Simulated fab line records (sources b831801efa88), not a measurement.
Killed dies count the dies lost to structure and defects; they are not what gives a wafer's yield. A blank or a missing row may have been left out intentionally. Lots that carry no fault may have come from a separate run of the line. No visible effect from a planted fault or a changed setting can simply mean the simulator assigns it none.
Matching of chambers + flow sky130 + 4 sister chambers for SKY_FIELD_ISO_ETCH_17 on rie-si-01
The step etches Si in HBr/Cl2/O2, target depth 342 nm, time 97.7 s. 8 wafers are shown with their chamber, then 7 later ones without.

== WAFERS, EACH WITH ITS CHAMBER ==
| wafer  | chamber | drypump-motor-current-A (A) | throttle-valve-pct (%) |
|--------|---------|-----------------------------|------------------------|
| L735.6 | 3       | 5.6                         | 25.665                 |
| L736.6 | 2       | 5.6                         | 25.656                 |
| L738.4 | 0       | 6.1                         | 25.648                 |
| L740.1 | 3       | 5.6                         | 25.677                 |
| L740.4 | 1       | 6.1                         | 25.652                 |
| L740.5 | 0       | 6.1                         | 25.652                 |
| L742.3 | 2       | 5.6                         | 25.645                 |
| L742.4 | 1       | 6.2                         | 25.650                 |

== WAFERS WITH NO CHAMBER GIVEN ==
| wafer  | drypump-motor-current-A (A) | throttle-valve-pct (%) |
|--------|-----------------------------|------------------------|
| L742.6 | 6.1                         | 25.650                 |
| L747.2 | 5.7                         | 25.665                 |
| L747.4 | 5.6                         | 25.676                 |
| L747.6 | 6.0                         | 25.653                 |
| L755.1 | 5.6                         | 25.656                 |
| L755.4 | 6.1                         | 25.655                 |
| L755.6 | 5.6                         | 25.645                 |

== CHAMBER TAKEN BY EACH ==
| wafer  | from the rows above     | in truth |
|--------|-------------------------|----------|
| L742.6 | can't be placed: 0 or 1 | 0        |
| L747.2 | can't be placed: 3 or 2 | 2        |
| L747.4 | 3                       | 3        |
| L747.6 | can't be placed: 0 or 1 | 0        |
| L755.1 | can't be placed: 2 or 3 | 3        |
| L755.4 | can't be placed: 0 or 1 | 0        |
| L755.6 | 2                       | 2        |
2 of 7 placed correctly. From these rows, 5 cannot be placed; in 5 the true chamber is one of the candidates. Number placed wrongly: 0.
How it was worked out, from the rows above alone: a wafer's distance from a chamber is the root of the sum, over the readings, of the square of ((its reading less the chamber's mean) divided by the reading's scatter). The wafer belongs to the nearest chamber; if the next one is less than 2 further off, it can't be placed. Each chamber's mean is taken over the wafers shown for it. The scatter: take each reading less its chamber's mean, square it, sum over the shown wafers, divide by the number of wafers less the number of chambers, and take the root.
